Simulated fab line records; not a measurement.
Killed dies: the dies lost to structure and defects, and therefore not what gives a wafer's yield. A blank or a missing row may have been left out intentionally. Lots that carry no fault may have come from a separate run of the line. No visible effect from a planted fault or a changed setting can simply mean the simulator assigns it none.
The tool behind it: which one?	flow gf180mcu	14 lots with 40 wafers sampled at 5 steps, on a route of 602 steps

## WHAT EACH GAUGE READ, for each wafer
GF_MIM_THK_MEAS_06. Usual: MIM_CVD_05_THK 41.9 nm, standard deviation 0.65.
lot	measured	on	MIM_CVD_05_THK (nm)	flag
L653	day 24 10:26	film metro-01	41.8 42.1 42.8	
L655	day 25 08:19	film metro-01	42.2 41.4 42.6	
L657	day 26 06:53	film metro-01	41.5 41.8 42.1	
L658	day 26 10:36	film metro-02	41.1 42.3 42.5	
L659	day 26 18:11	film metro-02	42.1 40.8 41.7	
L660	day 27 03:58	film metro-04	42.3 43.0 43.6	
L661	day 27 13:16	film metro-01	42.5 42.7 43.0	
L662	day 27 16:17	film metro-02	42.5 42.9 41.3	
L663	day 28 05:07	film metro-04	42.2 43.3 42.2	
L664	day 28 07:13	film metro-04	41.8 41.8 42.9	
L668	day 29 12:03	film metro-02	41.5 41.5	
L670	day 30 07:09	film metro-01	42.4 41.9	
L675	day 31 10:11	film metro-04	40.9 41.5 42.1	
L676	day 31 20:02	film metro-01	41.2 41.3 42.1	

GF_M5_CD_MEAS_07 targets a cd of 280 nm. Usual: 280.2 nm for cd nm, sd 1.1.
lot	measured	on	cd nm (nm)	flag
L653	day 26 05:29	cd sem-02	280.5 279.5 280.5	
L655	day 27 02:35	cd sem-01	282.0 280.6 281.2	
L657	day 28 00:13	cd sem-02	279.2 278.9 279.5	
L658	day 28 03:50	cd sem-01	280.4 279.9 278.8	
L659	day 28 10:36	cd sem-01	280.9 282.1 282.5	
L660	day 28 20:16	cd sem-01	280.5 279.3 279.8	
L661	day 29 05:14	cd sem-01	280.0 280.3 280.7	
L662	day 29 07:52	cd sem-02	280.2 280.3 280.1	
L663	day 29 19:58	cd sem-01	280.2 280.0 281.2	
L664	day 29 22:17	cd sem-01	282.1 282.1 281.5	
L668	day 31 00:38	cd sem-01	276.6 250.1	OFF
L670	day 31 18:32	cd sem-02	279.6 251.8	OFF
L675	day 32 19:22	cd sem-02	282.6 281.2 281.7	
L676	day 33 05:04	cd sem-02	279.4 279.4 280.4	

GF_V5_BOW_MEAS_05. Usual: V5_BOW 133 um, standard deviation 11.
lot	measured	on	V5_BOW (um)	flag
L653	day 26 06:58	film metro-03	119 119 123	
L655	day 27 04:23	film metro-04	129 132 138	
L657	day 28 02:01	film metro-04	147 140 151	
L658	day 28 05:45	film metro-03	135 146 144	
L659	day 28 12:09	film metro-02	125 124 131	
L660	day 28 21:41	film metro-02	140 137 132	
L661	day 29 06:39	film metro-03	151 147 149	
L662	day 29 09:16	film metro-03	135 134 132	
L663	day 29 21:29	film metro-02	147 139 135	
L664	day 30 00:07	film metro-03	130 150 135	
L668	day 31 02:02	film metro-02	111 121	
L670	day 31 19:59	film metro-02	118 124	
L675	day 32 21:35	film metro-02	134 144 135	
L676	day 33 06:30	film metro-02	137 133 160	

## EACH LOT AND THE TOOL THAT RAN IT (in order: tool; ch and the chambers of the sampled wafers; start)
lot	GF_V3_SPUTTER_21	GF_M5_EXPOSE_04
L653	pvd sputter-02, day 22 08:48	krf scanner-01 ch 0, day 25 19:11
L655	pvd sputter-02, day 23 07:39	krf scanner-02 ch 0, day 26 16:35
L657	pvd sputter-03, day 24 07:00	krf scanner-01 ch 0, day 27 14:08
L658	pvd sputter-04, day 24 11:39	krf scanner-02 ch 0, day 27 18:31
L659	pvd sputter-02, day 24 19:50	krf scanner-02 ch 0, day 28 01:05
L660	pvd sputter-02, day 25 05:06	krf scanner-02 ch 0, day 28 10:28
L661	pvd sputter-04, day 25 14:08	krf scanner-01 ch 0, day 28 19:57
L662	pvd sputter-02, day 25 19:08	krf scanner-01 ch 0, day 28 22:43
L663	pvd sputter-04, day 26 07:27	krf scanner-01 ch 0, day 29 10:37
L664	pvd sputter-03, day 26 10:41	krf scanner-01 ch 0, day 29 12:44
L668	pvd sputter-03, day 27 16:29	krf scanner-01 ch 0, day 30 16:11
L670	pvd sputter-04, day 28 11:35	krf scanner-01 ch 0, day 31 10:26
L675	pvd sputter-02, day 29 18:02	krf scanner-02 ch 0, day 32 12:09
L676	pvd sputter-03, day 30 03:53	krf scanner-02 ch 0, day 32 21:13
- GF_V3_SPUTTER_21: material Ti, target thk 15 nm, time 80.02 s.
- GF_M5_EXPOSE_04: exposes mask Metal5, target cd 280 nm.

## AS READ BY THE TOOLS THEMSELVES (means over the sampled wafers that have a number; for cases with no such wafer, the mark the record gives instead)
GF_V3_SPUTTER_21. Usual: 30.2 % for throttle valve pct, sd 0.75.
lot	tool	throttle valve pct (%)	flag
L653	pvd sputter-02	30.5	
L655	pvd sputter-02	30.6	
L657	pvd sputter-03	30.2	
L658	pvd sputter-04	30.5	
L659	pvd sputter-02	29.3	
L660	pvd sputter-02	30.3	
L661	pvd sputter-04	30.4	
L662	pvd sputter-02	30.1	
L663	pvd sputter-04	29.4	
L664	pvd sputter-03	30.0	
L668	pvd sputter-03	29.9	
L670	pvd sputter-04	29.4	
L675	pvd sputter-02	30.5	
L676	pvd sputter-03	30.2	

## THE ANSWER, worked out from the rows above alone
Rule: lot off if the mean of its wafers having a number is beyond 3 standard deviations from the usual mean. A lot without any number at a reading at which 4 lots or more have one is off too. The other lots that the step has rows for count as sound. Order of review: gauges by route order, followed by the tools' own readings, for which a lot's mean as printed above is used. At the first step where some lot is off, the reading lying furthest off is the one used; lots without a number count as furthest.
Off at GF_M5_CD_MEAS_07 (cd nm): L668, L670.
A tool fits if, at a process step before that reading, it ran every lot that is off, and no sound lot after the first of them. Gauges at GF_M5_CD_MEAS_07: tried the same way as those tools. One fits: krf scanner-01 at GF_M5_EXPOSE_04. A fault onset in the window from L664 (day 29 12:44, its last sound lot) to L668 (day 30 16:11, its first lot off) fits.

## WHAT WAS PUT IN BY THE SIMULATOR
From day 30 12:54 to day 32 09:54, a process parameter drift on krf scanner-01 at GF_M5_EXPOSE_04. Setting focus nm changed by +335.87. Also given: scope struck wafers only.
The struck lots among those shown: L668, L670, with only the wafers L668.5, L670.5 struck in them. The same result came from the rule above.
